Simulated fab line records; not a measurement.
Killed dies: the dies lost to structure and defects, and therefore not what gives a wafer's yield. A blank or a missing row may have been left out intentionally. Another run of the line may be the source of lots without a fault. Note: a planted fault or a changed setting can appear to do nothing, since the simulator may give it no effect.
Problem report in the 8D (eight disciplines) form, filled by code -- flow sky130 -- the parts of the form that need people (team, actions taken, sign-off) are left out

## 1. WHAT WENT WRONG
oesProductAu at SKY_METAL1_METAL_ETCH_19 reads a mean of 0.768 a.u. on 6 wafers of 2 lots; wafers without a fault read 0.855 a.u. with a standard deviation of 0.0057. Measured from the usual mean, that is -15 standard deviations.
The step: etches the open film in Cl2/BCl3, stops on SiO2, target depth 360 nm, time 78 s.
Earliest sighting: wafer L582.1 on rieMetal-02 at day 37 10:38. At this step, 30 wafers from 10 lots have a number in the record. Rule for "out", or "out of limits": more than 4 standard deviations from the usual mean. The other wafers with a number count as sound.

## 2. WHAT THIS IS AND IS NOT
question,is,is not
which readings at this step,oesProductAu,"drypumpMotorCurrentA, throttleValvePct"
which lots,"L582, L584","L569, L570, L573, L578, L580, L583, L587, L589"
which wafers of those lots,all that have a number,-
read on which tools,rieMetal-02,"rieMetal-01, rieMetal-04"
when,from day 37 10:38,"up to then (15 sound wafers); but 9 sound wafers of L583, L587, L589 came after"

## 3. THE SUSPECTS, EACH WITH WHAT RULES IT OUT
Counting: a tool at any process step up to the reading remains a suspect when it ran all the lots that are out and ran no sound lot after the first of those.
- rieMetal-02 at SKY_METAL1_DESCUM_17 (chemistry O2, time 8 s): kept. All lots that are out passed through it, beginning with L582 at day 37 10:32, and no sound lot followed; its final sound lot before that point was L580 at day 36 21:44.
- rieMetal-02 at SKY_METAL1_ETCH_18 (etches BARC in N2/H2, stops on SiO2, time 45.9 s, target depth 60 nm): kept. All lots that are out passed through it, beginning with L582 at day 37 10:35, and no sound lot followed; its final sound lot before that point was L580 at day 36 21:47.
- rieMetal-02 at SKY_METAL1_METAL_ETCH_19 (etches the open film in Cl2/BCl3, stops on SiO2, target depth 360 nm, time 78 s): kept. All lots that are out passed through it, beginning with L582 at day 37 10:38, and no sound lot followed; its final sound lot before that point was L580 at day 36 21:50. Out on those wafers are its own readings of oesProductAu.
The count leaves rieMetal-02 at SKY_METAL1_DESCUM_17, rieMetal-02 at SKY_METAL1_ETCH_18, and rieMetal-02 at SKY_METAL1_METAL_ETCH_19.

## 4. THE CAUSE (what the simulator had put in)
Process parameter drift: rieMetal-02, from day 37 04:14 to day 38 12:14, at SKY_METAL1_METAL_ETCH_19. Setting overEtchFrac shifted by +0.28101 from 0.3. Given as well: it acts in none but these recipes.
This tool is one of the 3 suspects left after counting.

## 5. SEQUENCE OF EFFECTS, ordered by route
Each row: a reading whose mean over the struck wafers that have a number lies more than 3 standard deviations from the usual. Only readings whose record carries a usual standard deviation are examined. hours: median over the lots of the time between each lot's start at the first step of this table that gives one and its start at this step. sigmas: the change, counted in usual standard deviations.
hours,step,reading,usual,on struck wafers,change,sigmas
0,SKY_METAL1_METAL_ETCH_19,oesProductAu,0.855 a.u.,0.768,-0.087,-15
0,SKY_METAL1_STRIP_20,oesProductAu,0.343 a.u.,0.320,-0.023,-4.7
0,SKY_METAL1_STRIP_20,stripTimeToEndpointS,2.72 s,2.19,-0.53,-13
Here are the process steps it includes:
- SKY_METAL1_METAL_ETCH_19: etches the open film in Cl2/BCl3, stops on SiO2, target depth 360 nm, time 78 s.
- SKY_METAL1_STRIP_20: strips in O2/N2.

## 6. HOW IT WOULD HAVE BEEN CAUGHT EARLIER
The fault began at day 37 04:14; the first out-of-limits reading in this record came at day 37 10:38, 6 hours later.
